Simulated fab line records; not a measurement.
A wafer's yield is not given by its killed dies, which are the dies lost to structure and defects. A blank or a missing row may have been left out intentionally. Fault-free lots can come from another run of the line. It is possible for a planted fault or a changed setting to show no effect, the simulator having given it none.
Which tool was responsible? || flow sky130 || 13 lots, 39 wafers sampled, at 5 steps of a route of 708

== WHAT THE GAUGES READ, wafer by wafer ==
SKY_VT_ADJUST_PCH_TW_MEAS_10.
{"lot": "L215", "measured": "day 10 08:28", "on": "film metro-02", "VT_ADJUST_PCH_TW": "141.4 140.7 140.1"}
{"lot": "L216", "measured": "day 10 17:30", "on": "film metro-01", "VT_ADJUST_PCH_TW": "141.6 142.2 142.0"}
{"lot": "L218", "measured": "day 11 08:16", "on": "film metro-02", "VT_ADJUST_PCH_TW": "139.9 140.3 140.5"}
{"lot": "L219", "measured": "day 11 12:40", "on": "film metro-01", "VT_ADJUST_PCH_TW": "143.1 141.8 143.7"}
{"lot": "L220", "measured": "day 11 23:23", "on": "film metro-01", "VT_ADJUST_PCH_TW": "143.3 143.6 143.9"}
{"lot": "L221", "measured": "day 12 02:35", "on": "film metro-04", "VT_ADJUST_PCH_TW": "143.2 143.3 143.5"}
{"lot": "L222", "measured": "day 12 14:16", "on": "film metro-02", "VT_ADJUST_PCH_TW": "140.6 140.7 140.3"}
{"lot": "L231", "measured": "day 15 18:19", "on": "film metro-04", "VT_ADJUST_PCH_TW": "142.8 143.7 142.9"}
{"lot": "L232", "measured": "day 16 01:23", "on": "film metro-02", "VT_ADJUST_PCH_TW": "140.8 140.9 140.5"}
{"lot": "L233", "measured": "day 16 11:51", "on": "film metro-01", "VT_ADJUST_PCH_TW": "142.3 143.0 142.3"}
{"lot": "L234", "measured": "day 16 12:12", "on": "film metro-01", "VT_ADJUST_PCH_TW": "142.4 142.8 141.5"}
{"lot": "L235", "measured": "day 16 13:04", "on": "film metro-01", "VT_ADJUST_PCH_TW": "142.6 141.8 142.2"}
{"lot": "L236", "measured": "day 17 19:31", "on": "film metro-01", "VT_ADJUST_PCH_TW": "141.6 141.5 141.7"}

SKY_RES_PROTECT_TW_MEAS_08.
{"lot": "L215", "measured": "day 15 14:10", "on": "film metro-03", "POLY_GATE_TW": "4006 4036 4031"}
{"lot": "L216", "measured": "day 15 14:28", "on": "film metro-02", "POLY_GATE_TW": "3942 3945 3939"}
{"lot": "L218", "measured": "day 16 02:05", "on": "film metro-02", "POLY_GATE_TW": "3973 3985 3981"}
{"lot": "L219", "measured": "day 16 06:05", "on": "film metro-04", "POLY_GATE_TW": "4056 4068 4069"}
{"lot": "L220", "measured": "day 16 16:44", "on": "film metro-02", "POLY_GATE_TW": "30 30 30 30 30 30"}
{"lot": "L221", "measured": "day 17 00:11", "on": "film metro-04", "POLY_GATE_TW": "4080 4078 4054"}
{"lot": "L222", "measured": "day 17 09:56", "on": "film metro-03", "POLY_GATE_TW": "4045 4069 4054"}
{"lot": "L231", "measured": "day 21 08:17", "on": "film metro-02", "POLY_GATE_TW": "3977 3960 3980"}
{"lot": "L232", "measured": "day 21 17:55", "on": "film metro-02", "POLY_GATE_TW": "3980 4010 3992"}
{"lot": "L233", "measured": "day 22 05:42", "on": "film metro-04", "POLY_GATE_TW": "4038 4052 4045"}
{"lot": "L234", "measured": "day 22 04:30", "on": "film metro-02", "POLY_GATE_TW": "3969 3993 3979"}
{"lot": "L235", "measured": "day 22 06:57", "on": "film metro-02", "POLY_GATE_TW": "3989 3960 4011"}
{"lot": "L236", "measured": "day 23 08:34", "on": "film metro-02", "POLY_GATE_TW": "3964 3967 3959"}

SKY_POLY_GATE_THK_MEAS_04.
{"lot": "L215", "measured": "day 15 15:38", "on": "film metro-02", "POLY_GATE_CVD_03_THK (nm)": "75.0 73.9 74.3"}
{"lot": "L216", "measured": "day 15 16:59", "on": "film metro-02", "POLY_GATE_CVD_03_THK (nm)": "75.0 75.6 75.6"}
{"lot": "L218", "measured": "day 16 05:16", "on": "film metro-01", "POLY_GATE_CVD_03_THK (nm)": "74.2 74.7 74.4"}
{"lot": "L219", "measured": "day 16 07:40", "on": "film metro-01", "POLY_GATE_CVD_03_THK (nm)": "75.3 76.1 75.5"}
{"lot": "L221", "measured": "day 17 05:16", "on": "film metro-04", "POLY_GATE_CVD_03_THK (nm)": "75.5 76.7 75.7"}
{"lot": "L222", "measured": "day 17 15:48", "on": "film metro-04", "POLY_GATE_CVD_03_THK (nm)": "76.2 75.5 75.4"}
{"lot": "L231", "measured": "day 21 12:43", "on": "film metro-02", "POLY_GATE_CVD_03_THK (nm)": "76.1 76.8 76.1"}
{"lot": "L232", "measured": "day 21 19:44", "on": "film metro-04", "POLY_GATE_CVD_03_THK (nm)": "73.9 74.9 75.0"}
{"lot": "L233", "measured": "day 22 07:20", "on": "film metro-01", "POLY_GATE_CVD_03_THK (nm)": "75.0 75.1 74.7"}
{"lot": "L234", "measured": "day 22 05:58", "on": "film metro-01", "POLY_GATE_CVD_03_THK (nm)": "75.6 75.5 75.3"}
{"lot": "L235", "measured": "day 22 08:41", "on": "film metro-01", "POLY_GATE_CVD_03_THK (nm)": "74.4 74.5 74.4"}
{"lot": "L236", "measured": "day 23 18:06", "on": "film metro-04", "POLY_GATE_CVD_03_THK (nm)": "74.7 74.7 74.9"}

SKY_POLY_GATE_CD_MEAS_22.
{"lot": "L215", "measured": "day 16 21:10", "on": "cd sem-01", "cd nm (nm)": "152.2 151.4 148.3"}
{"lot": "L216", "measured": "day 16 22:25", "on": "cd sem-02", "cd nm (nm)": "148.7 149.0 148.9"}
{"lot": "L218", "measured": "day 17 11:14", "on": "cd sem-02", "cd nm (nm)": "148.3 152.1 150.9"}
{"lot": "L219", "measured": "day 17 14:59", "on": "cd sem-01", "cd nm (nm)": "151.8 148.9 146.8"}
{"lot": "L221", "measured": "day 18 12:52", "on": "cd sem-02", "cd nm (nm)": "149.1 149.5 147.7"}
{"lot": "L222", "measured": "day 19 01:40", "on": "cd sem-01", "cd nm (nm)": "151.1 149.8 147.4"}
{"lot": "L231", "measured": "day 22 21:26", "on": "cd sem-02", "cd nm (nm)": "147.0 151.6 151.9"}
{"lot": "L232", "measured": "day 23 03:59", "on": "cd sem-02", "cd nm (nm)": "152.8 151.3 152.7"}
{"lot": "L233", "measured": "day 23 15:08", "on": "cd sem-02", "cd nm (nm)": "151.0 149.4 149.0"}
{"lot": "L234", "measured": "day 23 13:50", "on": "cd sem-02", "cd nm (nm)": "151.3 151.6 149.8"}
{"lot": "L235", "measured": "day 23 16:23", "on": "cd sem-02", "cd nm (nm)": "150.0 150.8 149.3"}
{"lot": "L236", "measured": "day 25 01:46", "on": "cd sem-02", "cd nm (nm)": "148.1 150.7 147.2"}

== TOOL THAT RAN EACH LOT (tool first, then ch and the chambers of the sampled wafers, then the start) ==
{"lot": "L215", "SKY_RES_PROTECT_EXPOSE_04": "iline stepper-01 ch 0, day 15 00:48"}
{"lot": "L216", "SKY_RES_PROTECT_EXPOSE_04": "iline stepper-01 ch 0, day 15 01:07"}
{"lot": "L218", "SKY_RES_PROTECT_EXPOSE_04": "iline stepper-01 ch 0, day 15 12:49"}
{"lot": "L219", "SKY_RES_PROTECT_EXPOSE_04": "iline stepper-02 ch 0, day 15 16:49"}
{"lot": "L220", "SKY_RES_PROTECT_EXPOSE_04": "iline stepper-02 ch 0, day 16 02:55"}
{"lot": "L221", "SKY_RES_PROTECT_EXPOSE_04": "iline stepper-01 ch 0, day 16 10:05"}
{"lot": "L222", "SKY_RES_PROTECT_EXPOSE_04": "iline stepper-01 ch 0, day 16 19:49"}
{"lot": "L231", "SKY_RES_PROTECT_EXPOSE_04": "iline stepper-02 ch 0, day 20 17:14"}
{"lot": "L232", "SKY_RES_PROTECT_EXPOSE_04": "iline stepper-01 ch 0, day 21 02:11"}
{"lot": "L233", "SKY_RES_PROTECT_EXPOSE_04": "iline stepper-01 ch 0, day 21 13:59"}
{"lot": "L234", "SKY_RES_PROTECT_EXPOSE_04": "iline stepper-02 ch 0, day 21 12:55"}
{"lot": "L235", "SKY_RES_PROTECT_EXPOSE_04": "iline stepper-02 ch 0, day 21 15:22"}
{"lot": "L236", "SKY_RES_PROTECT_EXPOSE_04": "iline stepper-02 ch 0, day 22 17:03"}
- SKY_RES_PROTECT_EXPOSE_04: exposes mask RPM, target cd 1270 nm.

== WHAT THE TOOLS THEMSELVES READ (means of the sampled wafers that have a number; where no wafer has one, the mark that the record gives instead) ==
The record holds no such reading with a usual standard deviation.

== THE ANSWER, worked out from the rows above alone ==
Rule: the lots themselves supply what counts as usual. Put in order of their means at a reading, lots are off if they are a third of the lots or fewer, leave a main group of 4 or more, and stand apart from it by a gap of 3 or more times the standard deviation of the main group's means; of several such gaps the widest counts. A main group whose means are all the same, to the digits that the tables above print for the reading, isn't used. A lot without any number at a reading at which 4 lots or more have one is off too. Where the step has rows for the other lots, those lots are counted as sound. First the gauges in route order, then the tools' own readings, where a lot's mean is used as printed above. At the first step where some lot is off, the reading lying furthest off is the one used; lots without a number count as furthest.
Off: L220, seen at SKY_RES_PROTECT_TW_MEAS_08 (POLY_GATE_TW). Mean 4007 and standard deviation 42 in the main group.
If a tool, at a process step before that reading, ran all the lots that are off and no sound lot after the first of them, it fits. Gauges at SKY_RES_PROTECT_TW_MEAS_08: tried the same way as those tools. No candidate that was tried fits.

== WHAT THE SIMULATOR HAD INSERTED ==
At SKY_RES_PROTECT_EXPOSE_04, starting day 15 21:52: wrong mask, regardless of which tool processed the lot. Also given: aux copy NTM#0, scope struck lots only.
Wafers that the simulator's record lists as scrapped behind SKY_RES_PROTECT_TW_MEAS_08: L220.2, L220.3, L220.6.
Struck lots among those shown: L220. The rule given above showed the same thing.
